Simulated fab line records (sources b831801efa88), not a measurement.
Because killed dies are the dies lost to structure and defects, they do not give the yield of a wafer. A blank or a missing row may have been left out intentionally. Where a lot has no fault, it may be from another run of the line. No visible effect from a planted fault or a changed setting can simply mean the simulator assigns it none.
Chamber matching | flow sfqLine | SFQ_TRILAYER_I3_CMP_CMP_082 on cmp-02 has 4 sister chambers
The step polishes SiO2. 8 wafers are shown with their chamber, then 9 later ones without.

== WAFERS PAIRED WITH THEIR CHAMBERS ==
wafer  | chamber | motorCurrentA (A) | timeToEndpointS (s)
L165.3 | 2       | 9.7               | 210
L165.2 | 0       | 9.7               | 209
L166.4 | 1       | 10.2              | 225
L166.2 | 3       | 11.1              | 222
L166.6 | 1       | 9.7               | 223
L168.3 | 3       | 11.3              | 214
L168.1 | 2       | 9.4               | 213
L168.6 | 0       | 9.3               | 208

== WAFERS WITHOUT THEIR CHAMBER ==
wafer  | motorCurrentA (A) | timeToEndpointS (s)
L169.3 | 10.0              | 227
L169.4 | 9.9               | 226
L169.6 | 12.1              | 230
L180.3 | 12.0              | 203
L180.1 | 9.0               | 196
L180.6 | 11.6              | 211
L181.3 | 9.7               | 209
L181.4 | 9.1               | 215
L181.5 | 9.6               | 217

== CHAMBER TAKEN BY EACH ==
wafer  | from the rows above          | in truth
L169.3 | 1                            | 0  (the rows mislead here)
L169.4 | 1                            | 1
L169.6 | 3                            | 3
L180.3 | 3                            | 3
L180.1 | can't be placed: 0 or 2      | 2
L180.6 | 3                            | 3
L181.3 | can't be placed: 0 or 2      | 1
L181.4 | can't be placed: 2 or 0      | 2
L181.5 | can't be placed: 2 or 1 or 0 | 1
Correctly placed: 4 of 9. Cannot be placed on the basis of these rows: 4; the candidates contain the true chamber in 3. Placed wrongly: 1.
How it was worked out, from the rows above alone: a wafer's distance from a chamber is the root of the sum, over the readings, of the square of ((its reading less the chamber's mean) divided by the reading's scatter). The wafer belongs to the nearest chamber; if the next one is less than 2 further off, it can't be placed. For every chamber, the mean is computed from those of its wafers that are shown. How the scatter is found: for the shown wafers, subtract from each reading the mean of its chamber, square and add these, divide the total by (wafers less chambers), then take the root.
